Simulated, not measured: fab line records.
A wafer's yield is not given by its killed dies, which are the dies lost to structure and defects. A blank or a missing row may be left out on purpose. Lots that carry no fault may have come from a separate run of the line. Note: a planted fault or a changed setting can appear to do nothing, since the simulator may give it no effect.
fab line records + flow gf180mcu
[record]
- lots = 13
- wafers = 39
- last-day = 34
route steps=602 shown SALICIDE@280 M2@365 M3@414
lots untouched by any fault: they come from a run of this same line in which no faults occurred
start-h: start of the lot's first displayed wafer, in hours after the record's first day + wait-h: time in hours since the lot's previous step + " identical to the entry in the row above + L1.1+2: several wafers, shown together as one row + - no value, or no start given + * or withheld: withheld + < > ~ a bound
route shown NAME@n: a module of which the file shows steps, and the number in the route of the first + usual: mean/standard deviation of fault-free wafers + same: alike in all rows + chamber/n: place in a boat + sites: readings site by site + _std_site: standard deviation across them + _edge_site: outer sites' mean less inner sites' + radius-mm: for every site, how far away it sits from the centre of the wafer + mask NAME#n: copy n + behind: the tool/chamber that last shaped the wafer + hold: why the lot was held/for how many hours/how that ended + device: transistor that didn't switch, given as n, p or np + end of line: tests run on the same wafers once the route is complete + a step with no rows: only its recipe + killed: count of dies lost to structure and defects at first sort (not the wafer's yield) + map: a wafer's dies, x killed, . not, _ none there
set.NAME: the setting that was run; set.NAME@STEP: the one run at that earlier step + model.NAME: the simulator's own value behind a step, which no gauge read
a sample of lots followed through the steps of the route, with each step as a table and each wafer as a row
services: the hour from which a tool's chamber was out of use, counted from the record's first day as start-h (under 0 if before that day), plus the number of hours and why
[[steps]]
[step GF_SALICIDE_SPUTTER_02]
[recipe]
- material = Co
- target-thk-nm = 10
- power-w = 1000
- time-s = 20
- chamber-pressure-pa = 0.4
[usual]
- chamber-pressure-pa = 0.3999/0.0008
- throttle-valve-pct = 30.0/1.5
| lot.wafer | tool           | chamber | start-h | wait-h | chamber-pressure-pa | throttle-valve-pct |
|-----------|----------------|---------|---------|--------|---------------------|--------------------|
| L807.1    | pvd-sputter-02 | -       | 343.50  | 0.0    | 0.3993              | 28.3               |
| L807.3    | "              | -       | "       | "      | 0.4008              | 30.7               |
| L807.4    | "              | -       | "       | "      | 0.4005              | 29.0               |
| L808.2    | pvd-sputter-01 | -       | 352.36  | 0.0    | 0.4004              | 28.6               |
| L808.3    | "              | -       | "       | "      | 0.4000              | 28.9               |
| L808.4    | "              | -       | "       | "      | 0.3987              | 29.6               |
| L811.1    | pvd-sputter-01 | -       | 380.07  | 0.0    | 0.3991              | 29.3               |
| L811.4    | "              | -       | "       | "      | 0.3996              | 31.8               |
| L811.6    | "              | -       | "       | "      | 0.3991              | 29.6               |
| L812.2    | pvd-sputter-04 | -       | 401.71  | 0.0    | 0.4003              | 31.4               |
| L812.4    | "              | -       | "       | "      | 0.3998              | 29.1               |
| L812.5    | "              | -       | "       | "      | 0.4002              | 29.5               |
| L812.2    | pvd-sputter-04 | -       | 401.90  | 0.2    | 0.4014              | 31.3               |
| L812.4    | "              | -       | "       | "      | 0.3999              | 29.1               |
| L812.5    | "              | -       | "       | "      | 0.4004              | 29.6               |
| L816.2    | pvd-sputter-02 | -       | 433.81  | 0.0    | 0.4003              | 30.6               |
| L816.4    | "              | -       | "       | "      | 0.3989              | 28.2               |
| L816.5    | "              | -       | "       | "      | 0.3997              | 29.1               |
| L816.2    | pvd-sputter-02 | -       | 434.01  | 0.2    | 0.3997              | 30.7               |
| L816.4    | "              | -       | "       | "      | 0.4009              | 28.0               |
| L816.5    | "              | -       | "       | "      | 0.4007              | 28.7               |
| L817.4    | pvd-sputter-01 | -       | 436.42  | 0.0    | 0.4000              | 28.4               |
| L817.5    | "              | -       | "       | "      | 0.3997              | 28.8               |
| L817.6    | "              | -       | "       | "      | 0.4005              | 28.9               |
| L817.4    | pvd-sputter-01 | -       | 436.61  | 0.2    | 0.4005              | 28.8               |
| L817.5    | "              | -       | "       | "      | 0.4008              | 28.7               |
| L817.6    | "              | -       | "       | "      | 0.3991              | 29.0               |
| L820.2    | pvd-sputter-04 | -       | 452.30  | 0.0    | 0.3989              | 29.1               |
| L820.3    | "              | -       | "       | "      | 0.3990              | 31.4               |
| L820.4    | "              | -       | "       | "      | 0.3999              | 30.3               |
| L824.2    | pvd-sputter-02 | -       | 490.55  | 0.0    | 0.4009              | 30.4               |
| L824.4    | "              | -       | "       | "      | 0.3993              | 33.5               |
| L824.5    | "              | -       | "       | "      | 0.3994              | 28.4               |
| L826.4    | pvd-sputter-01 | -       | 511.58  | 0.0    | 0.4012              | 29.9               |
| L826.5    | "              | -       | "       | "      | 0.4003              | 28.7               |
| L826.6    | "              | -       | "       | "      | 0.4011              | 28.8               |
| L827.1    | pvd-sputter-04 | -       | 515.21  | 0.0    | 0.4007              | 30.4               |
| L827.4    | "              | -       | "       | "      | 0.4005              | 29.5               |
| L827.6    | "              | -       | "       | "      | 0.3986              | 29.6               |
| L828.4    | pvd-sputter-02 | -       | 521.36  | 0.0    | 0.3996              | 27.9               |
| L828.5    | "              | -       | "       | "      | 0.3992              | 28.2               |
| L828.6    | "              | -       | "       | "      | 0.3999              | 30.6               |
| L829.4    | pvd-sputter-04 | -       | 530.35  | 0.0    | 0.4003              | 30.1               |
| L829.5    | "              | -       | "       | "      | 0.3997              | 29.0               |
| L829.6    | "              | -       | "       | "      | 0.4005              | 29.4               |
| L830.2    | pvd-sputter-02 | -       | 537.61  | 0.0    | 0.4004              | 28.9               |
| L830.3    | "              | -       | "       | "      | 0.3992              | 28.2               |
| L830.4    | "              | -       | "       | "      | 0.4001              | 33.7               |
[step GF_SALICIDE_RS_MEAS_04]
[recipe]
- thk-meas-gauge = four-point-probe
- reads = TiN_of_SALICIDE_SPUTTER_03+Co_of_SALICIDE_SPUTTER_02
[usual]
- SALICIDE_TIN_RS = 16.33/0.3
| lot.wafer | tool          | chamber | start-h | wait-h | SALICIDE_TIN_RS[ohm/sq] |
|-----------|---------------|---------|---------|--------|-------------------------|
| L807.1    | film-metro-03 | -       | 343.55  | 0.0    | 16.82                   |
| L807.3    | "             | -       | "       | "      | 16.57                   |
| L807.4    | "             | -       | "       | "      | 16.60                   |
| L808.2    | film-metro-04 | -       | 352.44  | 0.0    | 15.86                   |
| L808.3    | "             | -       | "       | "      | 15.69                   |
| L808.4    | "             | -       | "       | "      | 16.44                   |
| L811.1    | film-metro-03 | -       | 380.12  | 0.0    | 16.69                   |
| L811.4    | "             | -       | "       | "      | 16.67                   |
| L811.6    | "             | -       | "       | "      | 16.72                   |
| L812.2    | film-metro-04 | -       | 402.15  | 0.2    | 8.12                    |
| L812.4    | "             | -       | "       | "      | 8.27                    |
| L812.5    | "             | -       | "       | "      | 8.23                    |
| L812.2    | film-metro-04 | -       | 402.43  | 0.3    | 8.14                    |
| L812.4    | "             | -       | "       | "      | 8.24                    |
| L812.5    | "             | -       | "       | "      | 8.21                    |
| L816.2    | film-metro-03 | -       | 434.08  | 0.0    | 8.35                    |
| L816.4    | "             | -       | "       | "      | 8.51                    |
| L816.5    | "             | -       | "       | "      | 8.43                    |
| L816.2    | film-metro-03 | -       | 434.37  | 0.3    | 8.35                    |
| L816.4    | "             | -       | "       | "      | 8.52                    |
| L816.5    | "             | -       | "       | "      | 8.42                    |
| L817.4    | film-metro-04 | -       | 436.73  | 0.1    | 8.33                    |
| L817.5    | "             | -       | "       | "      | 8.34                    |
| L817.6    | "             | -       | "       | "      | 8.42                    |
| L817.4    | film-metro-04 | -       | 437.01  | 0.3    | 8.31                    |
| L817.5    | "             | -       | "       | "      | 8.32                    |
| L817.6    | "             | -       | "       | "      | 8.41                    |
| L820.2    | film-metro-03 | -       | 452.38  | 0.0    | 16.42                   |
| L820.3    | "             | -       | "       | "      | 16.36                   |
| L820.4    | "             | -       | "       | "      | 16.26                   |
| L824.2    | film-metro-03 | -       | 490.63  | 0.0    | 16.45                   |
| L824.4    | "             | -       | "       | "      | 16.54                   |
| L824.5    | "             | -       | "       | "      | 16.90                   |
| L826.4    | film-metro-04 | -       | 511.69  | 0.1    | 16.74                   |
| L826.5    | "             | -       | "       | "      | 16.64                   |
| L826.6    | "             | -       | "       | "      | 16.47                   |
| L827.1    | film-metro-02 | -       | 515.26  | 0.0    | 16.30                   |
| L827.4    | "             | -       | "       | "      | 16.03                   |
| L827.6    | "             | -       | "       | "      | 16.17                   |
| L828.4    | film-metro-02 | -       | 521.47  | 0.1    | 16.61                   |
| L828.5    | "             | -       | "       | "      | 16.33                   |
| L828.6    | "             | -       | "       | "      | 16.00                   |
| L829.4    | film-metro-04 | -       | 530.46  | 0.1    | 16.55                   |
| L829.5    | "             | -       | "       | "      | 16.47                   |
| L829.6    | "             | -       | "       | "      | 16.40                   |
| L830.2    | film-metro-02 | -       | 537.68  | 0.0    | 16.60                   |
| L830.3    | "             | -       | "       | "      | 16.61                   |
| L830.4    | "             | -       | "       | "      | 16.81                   |
[step GF_M2_SPUTTER_03]
[recipe]
- material = Ti
- target-thk-nm = 10
- substrate-temp-c = 300
- chamber-pressure-pa = 0.3
- power-w = 3000
- time-s = 6.7
[usual]
- chamber-pressure-pa = 0.3000/0.00068
- throttle-valve-pct = 30.1/1.6
| lot.wafer | tool           | chamber | start-h | wait-h | chamber-pressure-pa | throttle-valve-pct |
|-----------|----------------|---------|---------|--------|---------------------|--------------------|
| L807.1    | pvd-sputter-02 | -       | 421.73  | 0.0    | 0.3001              | 28.8               |
| L807.3    | "              | -       | "       | "      | 0.2990              | 33.4               |
| L807.4    | "              | -       | "       | "      | 0.3003              | 28.4               |
| L808.2    | pvd-sputter-02 | -       | 428.08  | 0.0    | 0.3016              | 29.0               |
| L808.3    | "              | -       | "       | "      | 0.3003              | 30.6               |
| L808.4    | "              | -       | "       | "      | 0.2999              | 28.1               |
| L811.1    | pvd-sputter-02 | -       | 457.50  | 0.0    | 0.3007              | 28.1               |
| L811.4    | "              | -       | "       | "      | 0.3009              | 30.7               |
| L811.6    | "              | -       | "       | "      | 0.3004              | 28.3               |
| L812.2    | pvd-sputter-01 | -       | 480.49  | 0.0    | 0.2991              | 29.6               |
| L812.4    | "              | -       | "       | "      | 0.2993              | 31.5               |
| L812.5    | "              | -       | "       | "      | 0.2997              | 28.7               |
| L816.2    | pvd-sputter-02 | -       | 512.03  | 0.0    | 0.2989              | 33.6               |
| L816.4    | "              | -       | "       | "      | 0.3005              | 28.9               |
| L816.5    | "              | -       | "       | "      | 0.3006              | 30.5               |
| L817.4    | pvd-sputter-01 | -       | 515.51  | 0.0    | 0.2985              | 28.8               |
| L817.5    | "              | -       | "       | "      | 0.2998              | 31.9               |
| L817.6    | "              | -       | "       | "      | 0.2988              | 28.5               |
| L820.2    | pvd-sputter-01 | -       | 529.15  | 0.0    | 0.3002              | 28.5               |
| L820.3    | "              | -       | "       | "      | 0.2997              | 29.9               |
| L820.4    | "              | -       | "       | "      | 0.3015              | 28.7               |
| L824.2    | pvd-sputter-04 | -       | 565.76  | 0.0    | 0.3003              | 30.4               |
| L824.4    | "              | -       | "       | "      | 0.2997              | 29.7               |
| L824.5    | "              | -       | "       | "      | 0.2993              | 30.2               |
| L826.4    | pvd-sputter-02 | -       | 585.63  | 0.0    | 0.2999              | 28.9               |
| L826.5    | "              | -       | "       | "      | 0.3007              | 33.3               |
| L826.6    | "              | -       | "       | "      | 0.3005              | 28.7               |
| L827.1    | pvd-sputter-02 | -       | 587.57  | 0.0    | 0.3002              | 33.6               |
| L827.4    | "              | -       | "       | "      | 0.2993              | 28.3               |
| L827.6    | "              | -       | "       | "      | 0.3012              | 33.6               |
| L828.4    | pvd-sputter-01 | -       | 593.13  | 0.0    | 0.2994              | 31.7               |
| L828.5    | "              | -       | "       | "      | 0.3006              | 28.9               |
| L828.6    | "              | -       | "       | "      | 0.2997              | 29.0               |
| L829.4    | pvd-sputter-04 | -       | 602.45  | 0.0    | 0.3004              | 29.8               |
| L829.5    | "              | -       | "       | "      | 0.2999              | 29.8               |
| L829.6    | "              | -       | "       | "      | 0.3002              | 30.1               |
| L830.2    | pvd-sputter-02 | -       | 608.73  | 0.0    | 0.2996              | 30.5               |
| L830.3    | "              | -       | "       | "      | 0.3003              | 28.2               |
| L830.4    | "              | -       | "       | "      | 0.3009              | 29.1               |
[step GF_M2_OVL_MEAS_15]
[usual]
- M2_OVL = 0/5.2
| lot.wafer | tool       | chamber | start-h | wait-h | M2_OVL[nm] |
|-----------|------------|---------|---------|--------|------------|
| L807.1    | overlay-01 | -       | 446.59  | 0.1    | 6          |
| L807.3    | "          | -       | "       | "      | 5          |
| L807.4    | "          | -       | "       | "      | 9          |
| L808.2    | overlay-01 | -       | 452.58  | 0.1    | -4         |
| L808.3    | "          | -       | "       | "      | -2         |
| L808.4    | "          | -       | "       | "      | 0          |
| L811.1    | overlay-01 | -       | 481.68  | 0.1    | -6         |
| L811.4    | "          | -       | "       | "      | -4         |
| L811.6    | "          | -       | "       | "      | -6         |
| L812.2    | overlay-02 | -       | 504.94  | 0.1    | -7         |
| L812.4    | "          | -       | "       | "      | -6         |
| L812.5    | "          | -       | "       | "      | -8         |
| L816.2    | overlay-01 | -       | 535.23  | 0.1    | -9         |
| L816.4    | "          | -       | "       | "      | -5         |
| L816.5    | "          | -       | "       | "      | 0          |
| L817.4    | overlay-01 | -       | 538.96  | 0.1    | 1          |
| L817.5    | "          | -       | "       | "      | -3         |
| L817.6    | "          | -       | "       | "      | -1         |
| L820.2    | overlay-02 | -       | 551.57  | 0.1    | -4         |
| L820.3    | "          | -       | "       | "      | -3         |
| L820.4    | "          | -       | "       | "      | -4         |
| L824.2    | overlay-02 | -       | 587.64  | 0.1    | -2         |
| L824.4    | "          | -       | "       | "      | 4          |
| L824.5    | "          | -       | "       | "      | -3         |
| L826.4    | overlay-02 | -       | 607.26  | 0.1    | -5         |
| L826.5    | "          | -       | "       | "      | -4         |
| L826.6    | "          | -       | "       | "      | -5         |
| L827.1    | overlay-02 | -       | 609.13  | 0.1    | -4         |
| L827.4    | "          | -       | "       | "      | -10        |
| L827.6    | "          | -       | "       | "      | -5         |
| L828.4    | overlay-01 | -       | 614.25  | 0.1    | -4         |
| L828.5    | "          | -       | "       | "      | -5         |
| L828.6    | "          | -       | "       | "      | -6         |
| L829.4    | overlay-02 | -       | 623.34  | 0.1    | 2          |
| L829.5    | "          | -       | "       | "      | 0          |
| L829.6    | "          | -       | "       | "      | 2          |
| L830.2    | overlay-02 | -       | 629.38  | 0.1    | 3          |
| L830.3    | "          | -       | "       | "      | 5          |
| L830.4    | "          | -       | "       | "      | 8          |
[step GF_M3_RS_MEAS_05]
[recipe]
- thk-meas-gauge = four-point-probe
- reads = TiN_of_M3_SPUTTER_04+Ti_of_M3_SPUTTER_03+AlCu_of_M3_SPUTTER_02+TiN_of_M3_SPUTTER_01+Ti_of_M3_SPUTTER_00
[usual]
- M3_ALCU_RS = 0.0693/0.00089
| lot.wafer | tool          | chamber | start-h | wait-h | M3_ALCU_RS[ohm/sq] |
|-----------|---------------|---------|---------|--------|--------------------|
| L807.1    | film-metro-01 | -       | 474.15  | 0.0    | 0.0699             |
| L807.3    | "             | -       | "       | "      | 0.0694             |
| L807.4    | "             | -       | "       | "      | 0.0701             |
| L808.2    | film-metro-01 | -       | 480.27  | 0.0    | 0.0687             |
| L808.3    | "             | -       | "       | "      | 0.0697             |
| L808.4    | "             | -       | "       | "      | 0.0685             |
| L811.1    | film-metro-04 | -       | 508.85  | 0.0    | 0.0675             |
| L811.4    | "             | -       | "       | "      | 0.0688             |
| L811.6    | "             | -       | "       | "      | 0.0693             |
| L812.2    | film-metro-01 | -       | 531.53  | 0.0    | 0.0694             |
| L812.4    | "             | -       | "       | "      | 0.0700             |
| L812.5    | "             | -       | "       | "      | 0.0697             |
| L816.2    | film-metro-01 | -       | 560.87  | 0.0    | 0.0686             |
| L816.4    | "             | -       | "       | "      | 0.0686             |
| L816.5    | "             | -       | "       | "      | 0.0683             |
| L817.4    | film-metro-04 | -       | 564.65  | 0.1    | 0.0693             |
| L817.5    | "             | -       | "       | "      | 0.0684             |
| L817.6    | "             | -       | "       | "      | 0.0690             |
| L820.2    | film-metro-01 | -       | 576.55  | 0.0    | 0.0708             |
| L820.3    | "             | -       | "       | "      | 0.0707             |
| L820.4    | "             | -       | "       | "      | 0.0697             |
| L824.2    | film-metro-04 | -       | 612.57  | 0.0    | 0.0702             |
| L824.4    | "             | -       | "       | "      | 0.0709             |
| L824.5    | "             | -       | "       | "      | 0.0702             |
| L826.4    | film-metro-02 | -       | 631.11  | 0.1    | 0.0684             |
| L826.5    | "             | -       | "       | "      | 0.0685             |
| L826.6    | "             | -       | "       | "      | 0.0681             |
| L827.1    | film-metro-01 | -       | 632.84  | 0.0    | 0.0682             |
| L827.4    | "             | -       | "       | "      | 0.0686             |
| L827.6    | "             | -       | "       | "      | 0.0683             |
| L828.4    | film-metro-01 | -       | 638.11  | 0.1    | 0.0686             |
| L828.5    | "             | -       | "       | "      | 0.0688             |
| L828.6    | "             | -       | "       | "      | 0.0695             |
| L829.4    | film-metro-01 | -       | 646.54  | 0.1    | 0.0700             |
| L829.5    | "             | -       | "       | "      | 0.0693             |
| L829.6    | "             | -       | "       | "      | 0.0685             |
| L830.2    | film-metro-04 | -       | 653.20  | 0.0    | 0.0705             |
| L830.3    | "             | -       | "       | "      | 0.0692             |
| L830.4    | "             | -       | "       | "      | 0.0708             |
[[services]]
| tool           | chamber | start-h | hours | kind                   |
|----------------|---------|---------|-------|------------------------|
| pvd-sputter-01 | 3       | 355.98  | -     | consumable-replace:kit |
| pvd-sputter-01 | 3       | 355.98  | 18.0  | scheduled-down         |
| pvd-sputter-01 | 3       | 355.98  | 18.0  | vent-cycle             |
| pvd-sputter-04 | -       | 364.91  | 3.5   | repair                 |
| pvd-sputter-02 | -       | 383.22  | 9.4   | repair                 |
| pvd-sputter-01 | -       | 454.50  | 13.3  | repair                 |
| pvd-sputter-01 | -       | 482.82  | 17.8  | repair                 |
| pvd-sputter-01 | -       | 521.62  | 4.1   | repair                 |
| pvd-sputter-02 | -       | 531.99  | 2.6   | repair                 |
| pvd-sputter-01 | -       | 537.95  | 14.4  | repair                 |
| pvd-sputter-04 | 1       | 548.04  | -     | consumable-replace:kit |
| pvd-sputter-04 | 1       | 548.04  | 18.0  | scheduled-down         |
| pvd-sputter-04 | 1       | 548.04  | 18.0  | vent-cycle             |
| pvd-sputter-02 | -       | 569.38  | 0.7   | repair                 |
| pvd-sputter-01 | 2       | 600.81  | -     | consumable-replace:kit |
| pvd-sputter-01 | 2       | 600.81  | 18.0  | scheduled-down         |
| pvd-sputter-01 | 2       | 600.81  | 18.0  | vent-cycle             |
[[key]]
[first-sign]
- step = GF_SALICIDE_SPUTTER_02
- reading = visit
- direction = added
[effect]
- step = GF_SALICIDE_RS_MEAS_04
- reading = visit
- direction = added
[effect]
- step = GF_SALICIDE_RS_MEAS_04
- reading = SALICIDE_TIN_RS
- direction = down
- sigmas = 27
- usual = 16.33
- struck = 8.33
met-at GF_SALICIDE_SPUTTER_02
struck-lots L812,L816,L817
tester-left-out L812,L816,L817
not-acting-at GF_M2_SPUTTER_03,GF_M2_OVL_MEAS_15,GF_M3_RS_MEAS_05
[fault]
- kind = repeated-step-whole
- tool = pvd-sputter-01,pvd-sputter-02,pvd-sputter-04
- chamber = -
- onset-h = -
- steps = GF_SALICIDE_SPUTTER_02
- times = 1
- scope = struck-lots-only
// tester-left-out: of these lots the tester's yield and bins aren't shown, on N5 and GAA mostly nor the transistor test; their killed dies are dies lost to structure and defects alone, not to doping, threshold or leakage, so they don't give the yield
